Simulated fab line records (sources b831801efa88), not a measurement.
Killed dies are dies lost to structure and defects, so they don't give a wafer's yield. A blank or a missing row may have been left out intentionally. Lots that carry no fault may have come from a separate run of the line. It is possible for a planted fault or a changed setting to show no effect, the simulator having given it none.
The same fault as seen by 2 desks | flow sky130 | only its own numbers are on each desk; what lay behind them is given at the end

TOOL OWNER'S DESK, pecvd-02
The tool's own readings at SKY_CAPM_CVD_00 (deposits SiO2, target thk 15.5 nm): means of the sampled wafers that have a number, for each lot that ran on this tool. The brackets show how far a lot's mean lies from the usual mean; more than 4 standard deviations puts the lot out of limits, marked OUT.
Columns: A = heater power w at SKY_CAPM_CVD_00, usual 754 W
lot  | first seen here | A
L402 | day 36 12:47    | 742
L406 | day 37 18:11    | 786
L410 | day 39 02:58    | 768
L411 | day 39 15:17    | 733
L416 | day 41 00:46    | 657
Result from this desk: across the 5 lots, nothing is out of limits.

THE METROLOGY DESK
Means of the sampled wafers that have a number, per lot and without regard to the tool the lot ran on: this is what the gauges read. The brackets show how far a lot's mean lies from the usual mean; more than 4 standard deviations puts the lot out of limits, marked OUT.
Columns: A = cd nm at SKY_METAL2_CD_MEAS_15, usual 139.7 nm; B = CAPM_CVD_00_THK at SKY_CAPM_THK_MEAS_01, usual 15.52 nm
lot  | first seen here | A     | B
L402 | day 35 08:04    | 139.0 | 15.35
L403 | day 35 14:11    | 140.0 | 15.61
L405 | day 36 01:55    | 141.9 | 15.70
L406 | day 36 12:42    | 140.8 | 15.46
L410 | day 37 22:30    | 139.3 | 15.47
L411 | day 38 10:48    | 139.7 | 14.86
L416 | day 39 21:08    | 136.5 | 14.85
L417 | day 40 07:17    | 140.9 | 15.65
L419 | day 40 13:24    | 139.3 | 15.47
L420 | day 40 19:21    | 140.8 | 15.43
L424 | day 41 18:34    | 139.5 | 15.46
Result from this desk: across the 11 lots, nothing is out of limits.

PUT TOGETHER
Nothing out of limits was seen by the tool owner's desk.
The metrology desk saw nothing out of limits.

WHAT THE SIMULATOR PUT IN
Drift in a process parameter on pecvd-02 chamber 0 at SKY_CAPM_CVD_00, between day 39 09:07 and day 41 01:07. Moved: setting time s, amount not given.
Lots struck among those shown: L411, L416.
